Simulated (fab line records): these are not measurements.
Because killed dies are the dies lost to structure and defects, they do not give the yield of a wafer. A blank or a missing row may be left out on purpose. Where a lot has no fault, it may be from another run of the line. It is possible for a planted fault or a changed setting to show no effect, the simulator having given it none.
Comparing a struck lot with a sound one || flow gf180mcu || 14 out of 602 route steps
Sound: these wafers, L156.2, L156.5, L156.6. Struck: wafers L167.3, L167.5, L167.6. The cause is given at the end.
At each step with rows: each side's tool, then ch and its chambers, then its first start. Under that, the readings that differ: sound wafers || struck wafers || difference of the means || sigmas: that difference in standard deviations of wafers without a fault.
alike: a reading whose means differ by less than 2 such deviations, as well as words and numbers matching on both sides. not compared: withheld readings; readings where some wafer has no value; bounds like >300 that might hide an equal value; numbers whose values overlap and for which the record gives no deviation.
A row with sigmas, a row that says differs or no value, or rows on one side alone: a step with any of these is where the two part. Numbers that don't overlap but have no deviation are shown without sigmas and don't part them. A reading missing from all wafers of one side parts the sides only when that side holds two or more wafers.

first, 3 steps without rows for these wafers: GF_CONTACT_CLEAN_19 (cleans in SPM); GF_CONTACT_CLEAN_20 (cleans in DIW); GF_CONTACT_CLEAN_21 (cleans in dHF, time 20 s).
GF_CONTACT_SPUTTER_22: material Ti, target thk 15 nm, time 80.02 s.
  sound: pvd_sputter-02 at day 20 01:01; struck: pvd_sputter-01 at day 23 05:11
  alike: cathode_dc_power_W, chamber_pressure_pa, throttle_valve_pct
then, 2 steps without rows for these wafers: GF_CONTACT_SPUTTER_23 (material TiN, target thk 10 nm, time 40 s); GF_CONTACT_CVD_24 (deposits W, target thk 300 nm, time 90.339 s).
GF_CONTACT_RS_MEAS_25: measurement is done with a four-point probe.
  sound: film_metro-03 at day 20 01:14; struck: film_metro-01 at day 23 05:26
  alike: CONTACT_W_RS
GF_CONTACT_THK_MEAS_26: measures by xrf.
  sound: film_metro-03 at day 20 01:20; struck: film_metro-01 at day 23 05:32
  alike: CONTACT_W_THK
GF_CONTACT_CMP_27: polishes, stops on SiO2, t overpolish 15 s, target thk 0 nm.
  sound on cmp-02 ch 0,1,2, day 20 01:29; struck on cmp-02 ch 0,1,3, day 23 05:40
  alike: motor_current_A, overpolish_run_s, slurry_filter_dp_kPa, slurry_flow_ml_min, time_to_endpoint_s
GF_M1_SPUTTER_00: material Ti, target thk 37.5 nm, time 150 s.
  sound: pvd_sputter-03 at day 20 01:41; struck: pvd_sputter-04 at day 23 05:52
  alike: cathode_dc_power_W, chamber_pressure_pa, throttle_valve_pct
GF_M1_SPUTTER_01: material TiN, target thk 30 nm, time 25 s.
  sound: pvd_sputter-03 at day 20 01:47; struck: pvd_sputter-04 at day 23 05:58
  alike: cathode_dc_power_W, chamber_pressure_pa, throttle_valve_pct
GF_M1_SPUTTER_02: material AlCu, target thk 450 nm, time 23.9 s.
  sound: pvd_sputter-03 at day 20 01:49; struck: pvd_sputter-04 at day 23 06:00
  alike: cathode_dc_power_W, chamber_pressure_pa, throttle_valve_pct
GF_M1_SPUTTER_03: material Ti, target thk 10 nm, time 6.7 s.
  sound: pvd_sputter-03 at day 20 01:51; struck: pvd_sputter-04 at day 23 06:02
  no value came back on the struck wafers for cathode_dc_power_W (W), chamber_pressure_pa (Pa), throttle_valve_pct (%); on the sound wafers cathode_dc_power_W (W) reads 2999.3 2999.9 2999.4
then, 1 step without rows for these wafers: GF_M1_SPUTTER_04 (material TiN, target thk 50 nm, time 41.7 s).

WHERE THEY PART
Within this record, at GF_M1_SPUTTER_03 only.

WHY: the cause the simulator had injected
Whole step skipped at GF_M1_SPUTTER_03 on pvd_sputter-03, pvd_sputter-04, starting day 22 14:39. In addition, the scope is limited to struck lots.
